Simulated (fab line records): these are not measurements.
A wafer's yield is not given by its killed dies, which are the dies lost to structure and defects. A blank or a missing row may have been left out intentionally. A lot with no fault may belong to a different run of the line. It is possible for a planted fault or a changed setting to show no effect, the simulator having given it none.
Which tool did it? -- flow gf180mcu -- Sampling: 7 lots, 21 wafers, 4 of 602 route steps

WHAT THE GAUGES READ, wafer by wafer
GF_M4_OVL_MEAS_15.
lot,measured,on,M4_OVL (nm)
L964,day 24 14:02,overlay-02,-10 -5 -12
L966,day 25 10:23,overlay-02,-1 2 0
L969,day 26 05:50,overlay-01,3 4 6
L971,day 26 15:12,overlay-01,-2 -1 -5
L976,day 28 09:12,overlay-01,-2 3 -4
L983,day 30 04:02,overlay-01,-8 -5 -7

TOOL THAT RAN EACH LOT (tool first, then ch and the chambers of the sampled wafers, then the start)
lot,GF_CONTACT_EXPOSE_11,GF_M4_SPUTTER_01,GF_M4_SPUTTER_04
L964,"krfScanner-02 ch 0, day 16 18:25","pvdSputter-03, day 23 15:47","pvdSputter-03, day 23 15:53"
L966,"krfScanner-01 ch 0, day 17 15:53","pvdSputter-02, day 24 12:43","pvdSputter-02, day 24 12:48"
L969,"krfScanner-02 ch 0, day 18 15:05","pvdSputter-02, day 25 09:23","pvdSputter-02, day 25 09:28"
L971,"krfScanner-02 ch 0, day 19 05:13","pvdSputter-02, day 25 18:43","pvdSputter-02, day 25 18:48"
L973,"krfScanner-02, day 20 02:57",-,-
L976,"krfScanner-02 ch 0, day 21 04:16","pvdSputter-03, day 27 12:51","pvdSputter-03, day 27 12:56"
L983,"krfScanner-01 ch 0, day 23 07:50","pvdSputter-04, day 29 08:50","pvdSputter-04, day 29 08:56"
- GF_CONTACT_EXPOSE_11: exposes mask Contact, target cd 220 nm.
- GF_M4_SPUTTER_01: material TiN, target thk 30 nm, time 25 s.
- GF_M4_SPUTTER_04: material TiN, target thk 50 nm, time 41.7 s.

THE ANSWER, worked out from the rows above alone
Rule: what is usual is taken from the lots themselves. Put in order of their means at a reading, lots are off if they are a third of the lots or fewer, leave a main group of 4 or more, and stand apart from it by a gap of 3 or more times the standard deviation of the main group's means; of several such gaps the widest counts. A main group is skipped when, at the precision printed for the reading in the tables above, its means are all equal. Also off: a lot with no number at a reading for which 4 or more lots have one. The other lots that the step has rows for count as sound.
Across all readings shown, no lot is off: no conclusion can be drawn from this.

WHAT THE SIMULATOR HAD INSERTED
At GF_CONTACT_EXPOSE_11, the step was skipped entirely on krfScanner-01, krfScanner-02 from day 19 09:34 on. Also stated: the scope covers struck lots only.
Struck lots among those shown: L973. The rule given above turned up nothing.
